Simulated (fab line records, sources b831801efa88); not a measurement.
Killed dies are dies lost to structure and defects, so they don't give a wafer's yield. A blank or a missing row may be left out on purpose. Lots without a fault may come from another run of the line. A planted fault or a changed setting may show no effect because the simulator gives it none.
Split-lot experiment | flow sky130 | 5 lots, 23 wafers read, on a route of 708 steps

THE SPLIT
At SKY_METAL3_METAL_ETCH_18 (etches the open film in Cl2/BCl3, stops on SiO2, target depth 845 nm, time 183.1 s), the setting over_etch_frac was moved away from the recipe's 0.3 on 7 of the 23 wafers read, by -17.3% to +21.1%. The other wafers ran this setting at the recipe's value.

The reading is taken at the split's own step.

THE READING
oes_product_au, in a.u., at SKY_METAL3_METAL_ETCH_18 (etches the open film in Cl2/BCl3, stops on SiO2, target depth 845 nm, time 183.1 s). Fault-free wafers of this fab line usually give 0.867 a.u., standard deviation 0.0063 a.u..

wafer  | tool, chamber at the split | over_etch_frac as run | against the recipe | oes_product_au, a.u. | against lot-mates on the recipe
L076.1 | rie_metal-01, 0            | 0.3                   | recipe             | 0.867                | -
L076.3 | rie_metal-01, 1            | 0.3632                | +21.1%             | 0.847                | -0.020
L076.4 | rie_metal-01, 0            | 0.3632                | +21.1%             | 0.855                | -0.012
L076.5 | rie_metal-01, 1            | 0.3                   | recipe             | 0.866                | -
L076.6 | rie_metal-01, 0            | 0.3632                | +21.1%             | 0.839                | -0.028
L077.1 | rie_metal-01, 0            | 0.2672                | -10.9%             | 0.875                | +0.010
L077.2 | rie_metal-01, 1            | 0.2672                | -10.9%             | 0.881                | +0.016
L077.3 | rie_metal-01, 0            | 0.3                   | recipe             | 0.866                | -
L077.4 | rie_metal-01, 1            | 0.3                   | recipe             | 0.864                | -
L077.5 | rie_metal-01, 1            | 0.3                   | recipe             | 0.866                | -
L079.1 | rie_metal-02, 0            | 0.3                   | recipe             | 0.867                | -
L079.2 | rie_metal-02, 1            | 0.3                   | recipe             | 0.860                | -
L079.3 | rie_metal-02, 0            | 0.3                   | recipe             | 0.869                | -
L079.5 | rie_metal-02, 1            | 0.3                   | recipe             | 0.873                | -
L079.6 | rie_metal-02, 0            | 0.3                   | recipe             | 0.871                | -
L081.1 | rie_metal-02, 1            | 0.3                   | recipe             | 0.869                | -
L081.2 | rie_metal-02, 0            | 0.3                   | recipe             | 0.882                | -
L081.5 | rie_metal-02, 1            | 0.3                   | recipe             | 0.879                | -
L084.2 | rie_metal-03, 1            | 0.3                   | recipe             | 0.858                | -
L084.3 | rie_metal-03, 0            | 0.3                   | recipe             | 0.867                | -
L084.4 | rie_metal-03, 1            | 0.2481                | -17.3%             | 0.880                | +0.019
L084.5 | rie_metal-03, 0            | 0.3                   | recipe             | 0.858                | -
L084.6 | rie_metal-03, 1            | 0.2481                | -17.3%             | 0.890                | +0.029

THE FIT
A straight line over all 23 wafers: oes_product_au changes by -0.000983 a.u. for each +1% of over_etch_frac; r = -0.84; the points scatter about the line by 0.0063 a.u..
The same after taking each lot's own level away (the mean of its wafers on the recipe; 23 wafers): -0.00108 a.u. for each +1%; r = -0.91; scatter 0.0049 a.u..
On that fit, the largest move of over_etch_frac shifts the reading by 0.023 a.u..
The lots' own levels span 0.8610 to 0.8767 a.u., that is 2.5 times the standard deviation above.
So the lot-to-lot level changes the slope little: the two slopes agree.
Check: with one of the wafers moved furthest among these (+21.1%) left out of the fit, the line predicts -0.0226 a.u. for it against its lot-mates. It came out at -0.0195 a.u. against them.
Tool readings at the split's step, against how far the setting was moved: oes_product_au r = -0.84.

OTHER SPLITS ON THESE WAFERS
These wafers also went through other splits before the reading. Each is held against what the fit with the lots' levels taken away leaves over:
other split on the same wafers            | wafers away from the commonest value | r with oes_product_au (lot level and that fit taken away)
SKY_LI_CONTACT_CVD_21 temp_c              | 9                                    | +0.07
SKY_CONTACT_CVD_24 pressure_torr          | 18                                   | -0.10
SKY_METAL2_SPUTTER_02 power_w             | 9                                    | +0.13
SKY_METAL2_SPUTTER_04 chamber_pressure_pa | 15                                   | -0.05
SKY_METAL3_SPUTTER_00 power_w             | 8                                    | -0.19
SKY_METAL3_SPUTTER_01 time_s              | 9                                    | -0.15
SKY_CAPM_SOFTBAKE_08 temp_c               | 10                                   | +0.13

THE FILE'S OWN FIT
oes_product_au changes by -0.00112 a.u. for each +1% of over_etch_frac, r = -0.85.
